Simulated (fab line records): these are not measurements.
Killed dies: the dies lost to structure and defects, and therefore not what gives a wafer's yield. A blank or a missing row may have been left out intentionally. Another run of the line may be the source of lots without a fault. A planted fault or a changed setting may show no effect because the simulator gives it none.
fab line records	flow sky130
[record] lots = 15	wafers = 45	last_day = 50
route steps=708 shown VIA3@574 METAL4@633 VIA4@656
lots with no fault: from the same line, run without faults
start_h: start of the lot's first displayed wafer, in hours after the record's first day	wait_h: how many hours have passed since the lot's step before this one	" same as the row above	L1.1+2: one row covering several wafers at once	- no value present, or no start provided	* or withheld: withheld	< > ~ a bound
route shown NAME@n: names a module that has steps shown in the file, with the first one's number in the route	usual: mean/standard deviation of fault-free wafers	same: alike in all rows	chamber/n: place in a boat	sites: the reading at each site	_std_site: how widely they spread, as a standard deviation	_edge_site: the outer-site mean with the inner-site mean subtracted	radius_mm: for every site, how far away it sits from the centre of the wafer	mask NAME#n: copy n	behind: the tool/chamber that last shaped the wafer	hold: what put the lot on hold/how long, in hours/how the hold closed	device: transistor that didn't switch, given as n, p or np	end of line: tests of these same wafers at the route's end	a step without rows: its recipe alone	killed: dies that structure and defects cost at the first sort, which is not the same as the wafer's yield	map: a wafer's dies, x killed, . not, _ none there
set.NAME: the run value of the setting; set.NAME@STEP: its run value at that earlier step	model.NAME: the simulator's own value behind a step, which no gauge read
route steps across a sampled set of lots; one table per step, one row per wafer
services: the hour from which a tool's chamber was out of use, counted from the record's first day as start_h (under 0 if before that day), plus the number of hours and why
[[steps]]
[step SKY_VIA3_THK_MEAS_01]
[recipe] reads = SiO2_of_VIA3_HDPCVD_00
[usual] VIA3_HDPCVD_THK = 1635/15
lot.wafer	tool	chamber	start_h	wait_h	VIA3_HDPCVD_THK[nm]
L639.2	film_metro-01	-	898.86	0.1	1651
L639.3	"	-	"	"	1629
L639.6	"	-	"	"	1655
L640.1	film_metro-02	-	910.87	0.1	1629
L640.3	"	-	"	"	1622
L640.6	"	-	"	"	1653
L641.4	film_metro-01	-	928.11	0.0	1634
L641.5	"	-	"	"	1614
L641.6	"	-	"	"	1632
L645.2	film_metro-01	-	950.58	0.2	1611
L645.3	"	-	"	"	1625
L645.5	"	-	"	"	1630
L646.1	film_metro-02	-	956.05	0.2	1640
L646.2	"	-	"	"	1617
L646.5	"	-	"	"	1622
L648.2	film_metro-04	-	968.36	0.1	1653
L648.4	"	-	"	"	1644
L648.6	"	-	"	"	1647
L649.2	film_metro-02	-	986.74	0.1	1608
L649.3	"	-	"	"	1640
L649.4	"	-	"	"	1618
L650.3	film_metro-01	-	992.30	0.1	1626
L650.4	"	-	"	"	1629
L650.5	"	-	"	"	1628
L651.1	film_metro-04	-	994.34	0.1	1612
L651.2	"	-	"	"	1612
L651.4	"	-	"	"	1623
L652.2	film_metro-01	-	997.32	0.1	1620
L652.4	"	-	"	"	1644
L652.6	"	-	"	"	1643
L657.2	film_metro-01	-	1043.41	0.1	1616
L657.3	"	-	"	"	1615
L657.5	"	-	"	"	1642
L658.1	film_metro-01	-	1044.30	0.2	1637
L658.3	"	-	"	"	1635
L658.5	"	-	"	"	1645
L659.3	film_metro-01	-	1044.85	0.1	1634
L659.4	"	-	"	"	1662
L659.6	"	-	"	"	1640
L660.2	film_metro-02	-	1050.71	0.1	1641
L660.3	"	-	"	"	1616
L660.5	"	-	"	"	1636
L661.2	film_metro-02	-	1053.90	0.2	1638
L661.3	"	-	"	"	1642
L661.5	"	-	"	"	1626
[step SKY_METAL4_ETCH_17]
[recipe] target = SiO2	stop_on = TiN	chemistry = C4F8/O2/Ar	source_w = 1500	bias_w = 1200	pressure_mtorr = 40	c4f8_flow_sccm = withheld	O2_flow_sccm = 6	Ar_flow_sccm = 300	time_s = 3.9	target_depth_a = 150
[usual] bias_w = 1200/3.9	chamber_pressure_mTorr = 40.00/0.034	oes_product_au = 0.756/0.0071
lot.wafer	tool	chamber	start_h	wait_h	bias_w	chamber_pressure_mTorr	oes_product_au	rf_hours_counter_h
L639.2	rie_diel-02	1	974.50	0.1	1196	39.98	0.748	11
L639.3	"	0	"	"	1197	40.01	0.753	11
L639.6	"	3	"	"	1198	40.05	0.768	-
L640.1	rie_diel-03	2	986.12	0.1	1200	40.02	0.753	20
L640.3	"	1	"	"	1208	40.04	0.761	10
L640.6	"	1	"	"	1204	39.99	0.765	-
L641.4	rie_diel-01	1	1000.91	0.0	1203	39.96	0.759	8
L641.5	"	0	"	"	1202	39.96	0.753	-
L641.6	"	1	"	"	1198	40.01	0.767	-
L645.2	rie_diel-03	3	1022.91	0.1	1200	40.03	0.764	15
L645.3	"	1	"	"	1202	40.07	0.762	11
L645.5	"	2	"	"	1207	40.05	0.761	-
L646.1	rie_diel-02	2	1030.11	0.1	1199	39.96	0.758	10
L646.2	"	0	"	"	1199	40.04	0.746	13
L646.5	"	2	"	"	1199	39.98	0.764	-
L648.2	rie_diel-01	2	1040.57	0.1	1197	40.06	0.740	10
L648.4	"	1	"	"	1196	39.97	0.760	9
L648.6	"	0	"	"	1201	40.02	0.756	-
L649.2	rie_diel-03	1	1057.62	0.1	-	-	-	-
L649.3	"	3	"	"	-	-	-	-
L649.4	"	2	"	"	-	-	-	-
L650.3	rie_diel-03	0	1061.35	0.0	-	-	-	-
L650.4	"	2	"	"	-	-	-	-
L650.5	"	2	"	"	-	-	-	-
L651.1	rie_diel-02	3	1064.56	0.1	-	-	-	-
L651.2	"	0	"	"	-	-	-	-
L651.4	"	0	"	"	-	-	-	-
L652.2	rie_diel-01	2	1067.11	0.1	1201	40.09	0.748	11
L652.4	"	0	"	"	1196	39.98	0.768	-
L652.6	"	3	"	"	1189	40.04	0.761	-
L657.2	rie_diel-02	3	1110.45	0.1	1207	39.98	0.750	22
L657.3	"	0	"	"	1195	39.95	0.765	16
L657.5	"	0	"	"	1198	39.98	0.769	-
L658.1	rie_diel-03	1	1111.15	0.1	1198	39.99	0.762	14
L658.3	"	0	"	"	1197	40.01	0.754	20
L658.5	"	1	"	"	1198	39.99	0.759	-
L659.3	rie_diel-02	2	1111.50	0.0	1195	40.01	0.743	14
L659.4	"	1	"	"	1197	39.99	0.767	12
L659.6	"	1	"	"	1194	39.97	0.760	-
L660.2	rie_diel-02	1	1116.96	0.1	1197	40.00	0.755	12
L660.3	"	0	"	"	1203	40.05	0.747	16
L660.5	"	3	"	"	1200	40.01	0.762	-
L661.2	rie_diel-03	1	1118.80	0.1	1195	39.95	0.753	14
L661.3	"	2	"	"	1198	39.97	0.768	24
L661.5	"	0	"	"	1194	40.01	0.761	-
[step SKY_VIA4_SPUTTER_17]
[recipe] material = TiN	target_thk_nm = 20	chamber_pressure_pa = 5	power_w = 4000	time_s = 80
[usual] throttle_valve_pct = 30.0/1.3
lot.wafer	tool	chamber	start_h	wait_h	throttle_valve_pct
L639.2	pvd_sputter-01	-	1000.10	0.0	29.5
L639.3	"	-	"	"	29.4
L639.6	"	-	"	"	29.8
L640.1	pvd_sputter-01	-	1011.44	0.0	29.7
L640.3	"	-	"	"	30.7
L640.6	"	-	"	"	29.3
L641.4	pvd_sputter-01	-	1026.27	0.0	30.9
L641.5	"	-	"	"	29.6
L641.6	"	-	"	"	29.6
L645.2	pvd_sputter-02	-	1046.54	0.0	30.2
L645.3	"	-	"	"	27.9
L645.5	"	-	"	"	28.7
L646.1	pvd_sputter-04	-	1054.12	0.0	31.6
L646.2	"	-	"	"	30.9
L646.5	"	-	"	"	31.4
L648.2	pvd_sputter-02	-	1065.28	0.0	28.6
L648.4	"	-	"	"	28.0
L648.6	"	-	"	"	29.4
L652.2	pvd_sputter-02	-	1089.79	0.0	29.5
L652.4	"	-	"	"	28.2
L652.6	"	-	"	"	30.5
L657.2	pvd_sputter-04	-	1131.22	0.0	31.5
L657.3	"	-	"	"	31.7
L657.5	"	-	"	"	31.6
L658.1	pvd_sputter-02	-	1132.12	0.0	28.7
L658.3	"	-	"	"	28.3
L658.5	"	-	"	"	28.7
L659.3	pvd_sputter-01	-	1132.75	0.0	29.6
L659.4	"	-	"	"	29.3
L659.6	"	-	"	"	28.9
L660.2	pvd_sputter-01	-	1138.19	0.0	29.5
L660.3	"	-	"	"	29.5
L660.5	"	-	"	"	30.9
L661.2	pvd_sputter-02	-	1139.95	0.0	28.1
L661.3	"	-	"	"	29.4
L661.5	"	-	"	"	30.3
[step SKY_VIA4_RS_MEAS_19]
[recipe] thk_meas_gauge = four-point-probe	reads = W_of_VIA4_CVD_18+TiN_of_VIA4_SPUTTER_17
[usual] VIA4_W_RS = 0.228/0.0031
lot.wafer	tool	chamber	start_h	wait_h	VIA4_W_RS[ohm/sq]
L639.2	film_metro-01	-	1000.33	0.1	0.225
L639.3	"	-	"	"	0.224
L639.6	"	-	"	"	0.225
L640.1	film_metro-03	-	1011.65	0.1	0.232
L640.3	"	-	"	"	0.229
L640.6	"	-	"	"	0.232
L641.4	film_metro-01	-	1026.51	0.1	0.229
L641.5	"	-	"	"	0.225
L641.6	"	-	"	"	0.228
L645.2	film_metro-04	-	1046.77	0.1	0.229
L645.3	"	-	"	"	0.231
L645.5	"	-	"	"	0.225
L646.1	film_metro-03	-	1054.33	0.1	0.228
L646.2	"	-	"	"	0.234
L646.5	"	-	"	"	0.227
L648.2	film_metro-03	-	1065.52	0.1	0.227
L648.4	"	-	"	"	0.232
L648.6	"	-	"	"	0.230
L652.2	film_metro-04	-	1090.02	0.1	0.223
L652.4	"	-	"	"	0.230
L652.6	"	-	"	"	0.224
L657.2	film_metro-03	-	1131.45	0.1	0.225
L657.3	"	-	"	"	0.225
L657.5	"	-	"	"	0.226
L658.1	film_metro-01	-	1132.33	0.1	0.227
L658.3	"	-	"	"	0.231
L658.5	"	-	"	"	0.232
L659.3	film_metro-01	-	1133.00	0.1	0.231
L659.4	"	-	"	"	0.223
L659.6	"	-	"	"	0.221
L660.2	film_metro-03	-	1138.42	0.1	0.225
L660.3	"	-	"	"	0.226
L660.5	"	-	"	"	0.226
L661.2	film_metro-01	-	1140.18	0.1	0.225
L661.3	"	-	"	"	0.228
L661.5	"	-	"	"	0.226
[[services]]
tool	chamber	start_h	hours	kind
rie_diel-02	0	950.75	7.5	repair
rie_diel-02	3	959.75	7.5	repair
rie_diel-02	0	961.73	7.6	repair
rie_diel-03	1	965.04	5.9	repair
rie_diel-01	3	969.95	8.9	repair
rie_diel-02	-	970.00	2.8	pm
rie_diel-01	1	974.40	8.9	repair
rie_diel-01	-	984.11	14.6	pm
rie_diel-02	1	984.71	122.1	repair
rie_diel-03	3	1009.27	4.5	repair
rie_diel-02	2	1012.39	7.3	repair
rie_diel-02	0	1016.00	9.5	repair
rie_diel-01	1	1023.51	2.0	repair
rie_diel-03	-	1031.84	0.9	repair
rie_diel-02	-	1039.46	0.7	repair
rie_diel-01	3	1055.79	7.7	repair
rie_diel-01	1	1060.84	11.3	repair
pvd_sputter-04	-	1093.40	7.3	repair
pvd_sputter-04	-	1109.67	2.6	repair
pvd_sputter-04	-	1122.63	2.8	repair
rie_diel-01	3	1123.56	9.6	repair
[[key]]
[first_sign] step = SKY_METAL4_ETCH_17	reading = tool_record	direction = missing
effect none on later readings
met_at SKY_METAL4_ETCH_17
struck_lots L649,L650,L651
later_rows_left_out L649.2,L649.3,L649.4,L650.3,L650.4,L650.5,L651.1,L651.2,L651.4
sort_left_out L649.2,L649.3,L649.4,L650.3,L650.4,L650.5,L651.1,L651.2,L651.4
not_acting_at SKY_VIA3_THK_MEAS_01,SKY_VIA4_SPUTTER_17,SKY_VIA4_RS_MEAS_19
onset_between 1030.11 1057.62
[fault] kind = skipped_step_whole	tool = rie_diel-02,rie_diel-03	chamber = -	onset_h = 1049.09	steps = SKY_METAL4_ETCH_17	scope = struck_lots_only
// sort_left_out: the simulated sort isn't trusted on such a fault, so these wafers' sort isn't shown, and their yield isn't known
// later_rows_left_out: the simulator's readings of these wafers behind a module that went badly wrong aren't trusted and aren't shown, but for the sort
